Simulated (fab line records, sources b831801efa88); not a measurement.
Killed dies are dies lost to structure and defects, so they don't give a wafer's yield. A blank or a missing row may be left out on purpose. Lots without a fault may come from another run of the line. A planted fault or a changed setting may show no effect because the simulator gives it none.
One fault seen from 2 desks | flow gf180mcu | each desk has only its own numbers; what lay behind them comes last

THE METROLOGY DESK
What the gauges read, lot by lot, whatever tool the lot ran on: means of the sampled wafers that have a number. A lot is out of limits, marked OUT, if its mean lies more than 4 standard deviations from the usual mean; the brackets give that distance.
Columns: A = INCOMING_BOW at GF_STI_BOW_MEAS_00, usual 1 um; B = STI_OXIDATION_02_THK at GF_STI_THK_MEAS_30, usual 9.97 nm; C = NWELL_OVL at GF_NWELL_OVL_MEAS_07, usual 0.3 nm; D = MVSD_TW at GF_MVSD_TW_MEAS_11, usual 1587; E = MVSD_RS at GF_VT_IMPLANT_RS_MEAS_46, usual 456.6 ohm/sq
lot  | first seen here | A  | B     | C    | D               | E
L415 | day 1 10:01     | -1 | 9.86  | -0.4 | 1599            | 454.3
L417 | day 1 20:02     | 6  | 9.87  | -0.4 | 1584            | 456.0
L421 | day 2 16:02     | 3  | 9.94  | -0.1 | 1577            | 457.4
L423 | day 3 02:00     | -3 | 10.14 | 1.6  | 1625            | 416.6 (-33) OUT
L424 | day 3 07:01     | 1  | 10.05 | 0.2  | 1623            | 416.5 (-33) OUT
L426 | day 3 17:04     | -1 | 10.05 | 1.1  | 1634 (+4.3) OUT | 417.3 (-33) OUT
L427 | day 3 22:00     | -2 | 9.98  | -0.2 | 1569            | 458.5
L428 | day 4 03:01     | -5 | 10.35 | 1.1  | 1574            | 458.4
L430 | day 4 13:00     | 0  | 9.74  | 1.3  | 1597            | 457.5
L433 | day 5 04:04     | -4 | 9.64  | 0.6  | 1587            | 454.8
L435 | day 5 14:00     | 4  | 10.08 | 0.9  | 1584            | 458.0
L436 | day 5 19:01     | 3  | 10.11 | -0.7 | 1581            | 457.7
L437 | day 6 00:02     | 3  | 10.07 | 0.2  | 1591            | 455.1
This desk's finding: out of limits on L423, L424, L426; first on L426, day 7 03:51 (MVSD_TW at GF_MVSD_TW_MEAS_11). In limits: L415, L417, L421, L427, L428, L430, L433, L435, L436, L437.

THE TOOL OWNER'S DESK: implanter-03
The tool's own readings at GF_MVSD_IMPLANT_09: means of the sampled wafers that have a number, for each lot that ran on this tool. A lot is out of limits, marked OUT, if its mean lies more than 4 standard deviations from the usual mean; the brackets give that distance.
Columns: A = beam_on_s at GF_MVSD_IMPLANT_09, usual 9.98 s; B = dose_ions_cm2 at GF_MVSD_IMPLANT_09, usual 5e+12; C = faraday_current_uA at GF_MVSD_IMPLANT_09, usual 28.3; D = tilt_deg at GF_MVSD_IMPLANT_09, usual 0.005 degrees
lot  | first seen here | A     | B                       | C              | D
L415 | day 4 13:08     | 9.91  | 5e+12                   | 28.4           | -0.029
L421 | day 5 23:37     | 9.86  | 5e+12                   | 28.6           | 0.012
L423 | day 6 12:09     | 10.15 | 8e+12 (+99 or more) OUT | 46.0 (+33) OUT | 0.022
L424 | day 6 17:34     | 10.06 | 8e+12 (+99 or more) OUT | 46.5 (+34) OUT | 0.010
L426 | day 7 03:38     | 10.01 | 8e+12 (+99 or more) OUT | 46.6 (+34) OUT | 0.015
This desk's finding: out of limits on L423, L424, L426; first on L423, day 6 12:09 (dose_ions_cm2 at GF_MVSD_IMPLANT_09). In limits: L415, L421.

PUT TOGETHER
The tool owner's desk could have raised an alarm at day 6 12:09, on L423, L424, L426.
The metrology desk could have raised an alarm at day 7 03:51, on L423, L424, L426.
Of the lots named, all ran GF_MVSD_IMPLANT_09 on implanter-03.

WHAT THE SIMULATOR HAD PUT IN
Process parameter drift: implanter-03, from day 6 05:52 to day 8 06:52, at GF_MVSD_IMPLANT_09. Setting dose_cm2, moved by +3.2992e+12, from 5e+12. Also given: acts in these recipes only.
Lots struck among those shown: L423, L424, L426.
Hours from the fault's start to each desk's first reading out of limits: the tool owner's desk, 6; the metrology desk, 22.
